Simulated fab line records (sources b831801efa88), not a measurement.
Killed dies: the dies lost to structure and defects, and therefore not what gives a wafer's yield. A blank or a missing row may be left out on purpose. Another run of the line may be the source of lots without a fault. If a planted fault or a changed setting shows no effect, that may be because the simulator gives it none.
8D (eight disciplines) problem report, filled in by code    flow sfq-line    the parts of the form that need people (team, actions taken, sign-off) are left out

== 1. WHAT WENT WRONG ==
Wafers without a fault read 0.685 a.u., standard deviation 0.0052; oes-product-au at SFQ_TRILAYER_M6_BARC_OPEN_METAL_ETCH_206 reads a mean of 0.740 a.u. on 5 wafers belonging to 2 lots. Measured from the usual mean, that is +11 standard deviations.
The step: etches BARC in O2, target depth 125 nm, time 41.7 s.
First seen on wafer L774.2, day 80 04:18, on rie-metal-04. At this step, 18 wafers from 6 lots have a number in the record. The rule behind "out" and "out of limits": a value lying over 4 standard deviations away from the usual mean. The rest of the wafers with a number are treated as sound.

== 2. WHAT IT IS; WHAT IT IS NOT ==
question                     is                                      is not
which readings at this step  oes-product-au, run-length-s            drypump-motor-current-A
which lots                   L774, L776                              L767, L769, L775, L784
which wafers of those lots   L774.2, L774.4, L776.2, L776.4, L776.5  L774.1
read on which tools          rie-metal-04                            rie-metal-01, rie-metal-03
when                         from day 80 04:18                       up to then (7 sound wafers); but 6 sound wafers of L775, L784 came after

== 3. WHAT RULES OUT EACH SUSPECT ==
Counting: a tool at a process step up to the reading stays a suspect if it ran every lot that is out. Sound lots after the first of them don't rule it out here, since some wafers of a struck lot are sound.
- rie-metal-04 at SFQ_TRILAYER_M6_BARC_OPEN_METAL_ETCH_206 (etches BARC in O2, target depth 125 nm, time 41.7 s): kept. It ran every lot that is out, first L774 (day 80 04:18); its last sound lot up to then is L767 (day 66 09:35). On those wafers its own readings are out: oes-product-au, run-length-s.
- Within rie-metal-04 at SFQ_TRILAYER_M6_BARC_OPEN_METAL_ETCH_206: the wafers that are out ran in chamber 1; their sound lot-mates ran in chamber 0.
Left after counting: rie-metal-04 at SFQ_TRILAYER_M6_BARC_OPEN_METAL_ETCH_206.

== 4. THE CAUSE (what the simulator had put in) ==
rie-metal-04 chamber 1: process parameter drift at SFQ_TRILAYER_M6_BARC_OPEN_METAL_ETCH_206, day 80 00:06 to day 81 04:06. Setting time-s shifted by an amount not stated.
This tool alone remained once counting was done.

== 5. SEQUENCE OF EFFECTS, ordered by route ==
Rows list readings where the struck wafers' mean (over those with a number) sits beyond 3 standard deviations from the usual. Only readings for which the record gives a usual standard deviation are gone through. hours: the time from each lot's start at the first step in this table that gives one to its start at this step, as a median over the lots. sigmas: the change in usual standard deviations.
hours  step                                      reading         usual       on struck wafers  change  sigmas
0      SFQ_TRILAYER_M6_BARC_OPEN_METAL_ETCH_206  oes-product-au  0.685 a.u.  0.740             +0.055  +11
0      SFQ_TRILAYER_M6_BARC_OPEN_METAL_ETCH_206  run-length-s    70.3 s      66.0              -4.3    -4.6
The process steps in it:
- SFQ_TRILAYER_M6_BARC_OPEN_METAL_ETCH_206: etches BARC in O2, target depth 125 nm, time 41.7 s.

== 6. HOW IT WOULD HAVE BEEN CAUGHT EARLIER ==
The fault began at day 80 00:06; the first out-of-limits reading in this record came at day 80 04:18, 4 hours later.
